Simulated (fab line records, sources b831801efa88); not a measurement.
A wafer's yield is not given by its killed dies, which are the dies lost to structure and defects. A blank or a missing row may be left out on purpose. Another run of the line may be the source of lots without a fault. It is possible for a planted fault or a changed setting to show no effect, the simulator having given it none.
Which of the tools did it? | flow sky130 | 12 lots, 36 wafers sampled, at 1 step of a route of 708

## WHAT THE GAUGES READ, wafer by wafer
SKY_VT_ADJUST_LVTN_TW_MEAS_10.
lot  | measured     | on            | VT_ADJUST_LVTN_TW
L075 | day 6 23:14  | film metro-04 | 241.3 241.3 241.5
L077 | day 7 22:20  | film metro-03 | 241.8 241.9 241.5
L079 | day 8 04:17  | film metro-04 | 245.7 245.1 244.9
L081 | day 8 20:35  | film metro-03 | 244.9 244.4 245.0
L083 | day 9 06:06  | film metro-02 | 244.8 245.0 245.4
L085 | day 9 21:56  | film metro-03 | 243.2 244.9 242.9
L087 | day 10 06:20 | film metro-03 | 241.9 240.7 240.3
L089 | day 10 23:23 | film metro-02 | 245.8 246.6 246.1
L091 | day 11 09:27 | film metro-03 | 242.5 242.4 243.4
L092 | day 12 14:11 | film metro-04 | 245.8 247.4 245.4
L095 | day 12 17:14 | film metro-02 | 245.5 246.3 246.0
L097 | day 13 13:39 | film metro-03 | 241.1 241.0 240.1

## EACH LOT AND THE TOOL THAT RAN IT (in order: tool; ch and the chambers of the sampled wafers; start)
Record: no process step prior to these readings.

## THE ANSWER, worked out from the rows above alone
Rule: the lots themselves supply what counts as usual. Put in order of their means at a reading, lots are off if they are a third of the lots or fewer, leave a main group of 4 or more, and stand apart from it by a gap of 3 or more times the standard deviation of the main group's means; of several such gaps the widest counts. If all means in a main group match to the digits the tables above print for the reading, that group is not used. Also off: a lot with no number at a reading for which 4 or more lots have one. All remaining lots with rows at the step are treated as sound.
Across all readings shown, no lot is off: no conclusion can be drawn from this.

## WHAT WAS PUT IN BY THE SIMULATOR
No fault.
